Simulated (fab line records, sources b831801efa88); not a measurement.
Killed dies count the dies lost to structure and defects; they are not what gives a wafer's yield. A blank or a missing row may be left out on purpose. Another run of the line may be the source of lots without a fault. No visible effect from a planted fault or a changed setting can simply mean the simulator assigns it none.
A struck lot beside a sound one | flow sky130 | 15 out of 708 route steps
Sound: wafers L287.2, L287.4, L287.5. Struck: wafers L291.1, L291.3, L291.6. The cause comes at the end.
For every step that has rows: the tool of each side, followed by ch and its chambers, followed by its first start. Under that, the readings that differ: sound wafers | struck wafers | difference of the means | sigmas: that difference in standard deviations of wafers without a fault.
alike: readings whose means differ by less than 2 such deviations, and words and numbers that are the same on both sides. not compared: withheld readings, readings that some wafer has no value for, bounds like >300 that may hide the same value, and numbers for which the record gives no deviation and whose values overlap.
A row with sigmas, a row that says differs or no value, or rows on one side alone: a step with any of these is where the two part. Numbers that have no deviation but don't overlap get no sigmas and don't part them. A reading that every wafer of one side lacks parts them only if that side has two wafers or more.

SKY_SONOS_ONO_OVL_MEAS_14:
  sound on overlay-02 at day 12 23:35; struck on overlay-01 at day 14 18:10
  alike: SONOS_ONO_OVL
SKY_SONOS_ONO_ETCH_15: etches the open film in CHF3/O2, target depth 19.52 nm, time 7.8 s.
  sound on rie diel-02 ch 1,2,3, day 12 23:37; struck on rie diel-02 ch 1,3, day 14 18:12
  alike: bias w, drypump motor current A, oes product au, throttle valve pct
  not compared: rf hours counter h
then, 1 step without rows for these wafers: SKY_SONOS_ONO_WET_ETCH_16 (etches SiO2 in dHF, target depth 14 nm, time 280 s).
SKY_SONOS_ONO_STRIP_17: strips in O2/N2.
  sound on plasma asher-02 ch 0,1, day 12 23:44; struck on plasma asher-01 ch 0, day 14 18:19
  reading                     | sound       | struck      | difference | sigmas
  drypump motor current A (A) | 6.0 6.0 5.6 | 6.7 6.7 6.7 | +0.8       | +2
  alike: oes product au, strip time to endpoint s
  not compared: rf hours counter h
then, 3 steps without rows for these wafers: SKY_SONOS_ONO_WET_ETCH_18 (etches Si3N4 in H3PO4, target depth 15 nm, time 172 s); SKY_GATE_OXIDE_CLEAN_00 (cleans in SC1/SC2, time 150 s); SKY_GATE_OXIDE_OXIDATION_01 (stabilise 600 s, purge 300 s, target thk 10.268 nm).
SKY_GATE_OXIDE_THK_MEAS_02:
  sound on film metro-03 at day 13 01:52; struck on film metro-02 at day 14 22:05
  alike: GATE_OXIDE_OXIDATION_00_THK
then, 4 steps without rows for these wafers: SKY_GATE_OXIDE_DEHYDRATE_03 (time 60 s); SKY_GATE_OXIDE_HMDS_04 (prime time 60 s); SKY_GATE_OXIDE_COAT_05 (resist thk 1140 nm); SKY_GATE_OXIDE_SOFTBAKE_06 (time 60 s).
SKY_GATE_OXIDE_EXPOSE_07: exposes mask LVOM, target cd 600 nm.
  sound on iline stepper-02 ch 0, day 13 14:31; struck on iline stepper-01 ch 0, day 15 12:01
  reading | sound                | struck                        | difference | sigmas
  mask    | LVOM#0 LVOM#0 LVOM#0 | LVOM_R1#0 LVOM_R1#0 LVOM_R1#0 | differs    |
  alike: exposure dose mJ cm2
following that, these wafers have no rows for 1 step: SKY_GATE_OXIDE_PEB_08.
-- here the record skips 32 days between the struck wafers' starts before and after, leaving off in module GATE_OXIDE and picking up in module PAD_OPEN (first step shown: number 708 of the route) --
SKY_PAD_OPEN_PROBE_99:
  sound on prober-02 at day 45 22:38; struck on prober-02 at day 47 14:46
  alike: killed_at_M0_to_M3, killed_at_M4_up, killed at contacts, killed at front end, killed at other, killed dies, killed on rim, killed open, killed short

## WHERE THEY PART
Earliest at SKY_SONOS_ONO_STRIP_17; latest, in this record, at SKY_GATE_OXIDE_EXPOSE_07. Later steps at which nothing parts them and some readings are alike: SKY_PAD_OPEN_PROBE_99.

WHY: what had been put in by the simulator
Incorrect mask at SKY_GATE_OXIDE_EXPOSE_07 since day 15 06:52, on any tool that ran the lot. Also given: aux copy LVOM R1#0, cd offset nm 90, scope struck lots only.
